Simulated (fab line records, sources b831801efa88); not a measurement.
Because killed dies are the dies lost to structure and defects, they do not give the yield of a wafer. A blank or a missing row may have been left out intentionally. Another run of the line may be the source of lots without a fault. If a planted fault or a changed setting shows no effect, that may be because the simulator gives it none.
Which of the tools did it? + flow sky130 + route of 708 steps, sampled at 1 step: 7 lots, 21 wafers

## WHAT THE GAUGES READ, wafer by wafer
SKY_VIA1_THK_MEAS_01.
| lot  | measured     | on            | VIA1_HDPCVD_THK (nm) |
|------|--------------|---------------|----------------------|
| L661 | day 33 22:49 | film metro-02 | 1009 1037 1025       |
| L663 | day 34 23:54 | film metro-03 | 1032 1042 1041       |
| L671 | day 37 13:10 | film metro-02 | 1047 1046 1037       |
| L673 | day 38 01:59 | film metro-02 | 1027 1035 1040       |
| L674 | day 38 15:22 | film metro-01 | 1051 1036 1027       |
| L678 | day 39 07:19 | film metro-02 | 1047 1050 1039       |
| L679 | day 39 22:20 | film metro-02 | 1034 1051 1041       |

## WHICH TOOL RAN EACH LOT (tool, then ch and the chambers of the sampled wafers, then the start)
Before these readings, the record contains no process step.

## THE ANSWER, worked out from the rows above alone
Rule: the usual values come from the lots themselves. The widest of any qualifying gaps counts: lots, ordered by their means at a reading, are off when they make up no more than a third of the lots, leave a main group of 4 or more, and stand apart from it by 3 or more times the standard deviation of that group's means. If all means in a main group match to the digits the tables above print for the reading, that group is not used. A lot without any number at a reading at which 4 lots or more have one is off too. Any other lot the step has rows for is counted as sound.
No lot is off at any reading shown: from this, nothing can be told.

## WHAT THE SIMULATOR PUT IN
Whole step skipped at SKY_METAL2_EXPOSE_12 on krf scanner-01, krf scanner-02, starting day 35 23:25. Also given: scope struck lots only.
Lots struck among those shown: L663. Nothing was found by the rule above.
